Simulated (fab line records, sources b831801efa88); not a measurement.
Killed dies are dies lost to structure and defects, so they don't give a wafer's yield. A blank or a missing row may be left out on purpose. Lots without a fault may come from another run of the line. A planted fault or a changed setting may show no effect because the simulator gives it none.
Which tool did it? | flow sky130 | 10 lots, 30 wafers sampled, at 1 step of a route of 708

WHAT THE GAUGES READ, wafer by wafer
SKY_LI_CONTACT_THK_MEAS_01.
lot  | measured     | on            | LI_CONTACT_HDPCVD_THK (nm)
L105 | day 28 09:12 | film_metro-04 | 928 925 909
L106 | day 28 10:47 | film_metro-03 | 909 911 900
L108 | day 28 22:23 | film_metro-03 | 939 933 934
L109 | day 29 01:22 | film_metro-04 | 936 929 935
L116 | day 32 08:17 | film_metro-02 | 911 947 924
L120 | day 33 04:59 | film_metro-03 | 916 918 916
L124 | day 34 06:10 | film_metro-04 | 912 925 928
L126 | day 34 23:16 | film_metro-03 | 920 936 940
L127 | day 35 01:20 | film_metro-04 | 935 955 932
L128 | day 35 07:08 | film_metro-03 | 908 906 912

WHICH TOOL RAN EACH LOT (tool, then ch and the chambers of the sampled wafers, then the start)
The record holds no process step before these readings.

THE ANSWER, worked out from the rows above alone
Rule: what is usual is taken from the lots themselves. Put in order of their means at a reading, lots are off if they are a third of the lots or fewer, leave a main group of 4 or more, and stand apart from it by a gap of 3 or more times the standard deviation of the main group's means; of several such gaps the widest counts. A main group whose means are all the same, to the digits that the tables above print for the reading, isn't used. A lot without any number at a reading at which 4 lots or more have one is off too. The other lots that the step has rows for count as sound.
No lot is off at any reading shown: from this, nothing can be told.

WHAT THE SIMULATOR HAD PUT IN
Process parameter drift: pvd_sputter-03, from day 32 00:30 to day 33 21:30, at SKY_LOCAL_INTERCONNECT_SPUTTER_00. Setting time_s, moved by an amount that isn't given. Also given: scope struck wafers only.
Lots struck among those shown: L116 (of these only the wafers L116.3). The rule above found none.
